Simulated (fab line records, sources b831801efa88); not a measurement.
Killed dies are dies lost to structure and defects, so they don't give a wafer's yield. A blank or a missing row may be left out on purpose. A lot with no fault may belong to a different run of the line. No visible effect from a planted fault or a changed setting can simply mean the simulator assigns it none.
2 desks, one fault :: flow sky130 :: every desk sees just its own numbers, and what lay behind them comes last

## THE TOOL OWNER'S DESK: hdpcvd-02
The tool's own readings at SKY_VIA2_HDPCVD_00 (deposits SiO2, target thk 1180 nm, time 196.7 s): means of the sampled wafers that have a number, for each lot that ran on this tool. Marked OUT: a lot whose mean sits more than 4 standard deviations from the usual mean, which makes it out of limits; the brackets give that distance.
Columns: A = sih4-flow-sccm at SKY_VIA2_HDPCVD_00, usual 60.00 sccm
lot: L457
first seen here: day 36 08:17
A: 60.09

lot: L459
first seen here: day 36 12:19
A: 60.06

lot: L458
first seen here: day 36 16:01
A: 59.97

lot: L463
first seen here: day 38 03:12
A: 59.89

lot: L462
first seen here: day 38 07:48
A: 60.00

lot: L477
first seen here: day 41 17:46
A: 60.04

lot: L478
first seen here: day 42 06:55
A: 60.12
This desk found nothing out of limits on any of the 7 lots.

## AT THE METROLOGY DESK
Lot by lot, what the gauges showed, no matter which tool ran the lot: averages of those sampled wafers that carry a number. Marked OUT: a lot whose mean sits more than 4 standard deviations from the usual mean, which makes it out of limits; the brackets give that distance.
Columns: A = cd-nm at SKY_METAL2_CD_MEAS_15, usual 140.1 nm; B = VIA2_HDPCVD_THK at SKY_VIA2_THK_MEAS_01, usual 1177 nm
lot: L455
first seen here: day 34 13:16
A: 140.3
B: 1172

lot: L456
first seen here: day 35 12:34
A: 137.4
B: 1170

lot: L457
first seen here: day 36 07:23
A: 141.0
B: 1176

lot: L459
first seen here: day 36 11:24
A: 140.1
B: 1185

lot: L458
first seen here: day 36 15:05
A: 142.2
B: 1190

lot: L463
first seen here: day 38 02:06
A: 143.1
B: 2156 (+75) OUT

lot: L462
first seen here: day 38 06:52
A: 139.1
B: 2153 (+75) OUT

lot: L469
first seen here: day 40 05:55
A: 140.6
B: 1165

lot: L472
first seen here: day 40 09:24
A: 141.8
B: 1169

lot: L474
first seen here: day 41 01:19
A: 138.4
B: 1173

lot: L476
first seen here: day 41 11:46
A: 139.1
B: 1168

lot: L477
first seen here: day 41 16:50
A: 139.2
B: 1181

lot: L478
first seen here: day 42 05:59
A: 140.0
B: 1174
This desk's result: L462, L463 out of limits, first on L463 (VIA2_HDPCVD_THK at SKY_VIA2_THK_MEAS_01), day 38 03:20. Within limits: L455, L456, L457, L459, L458, L469, L472, L474, L476, L477, L478.

## ALL TOGETHER
L462, L463 would have let the metrology desk raise an alarm at day 38 03:20.
Nothing out of limits was seen by the tool owner's desk.
Tool owner's desk: L462, L463 on record, inside its limits.
Every lot named ran SKY_VIA2_HDPCVD_00 on hdpcvd-02.

## WHAT HAD BEEN PUT IN BY THE SIMULATOR
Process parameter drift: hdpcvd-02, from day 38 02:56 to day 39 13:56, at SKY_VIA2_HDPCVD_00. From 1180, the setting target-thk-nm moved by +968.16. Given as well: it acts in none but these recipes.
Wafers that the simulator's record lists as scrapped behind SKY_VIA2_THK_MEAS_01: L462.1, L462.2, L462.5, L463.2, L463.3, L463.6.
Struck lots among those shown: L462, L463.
Per desk, hours elapsed from the start of the fault to the first reading out of limits: for the metrology desk, 0.
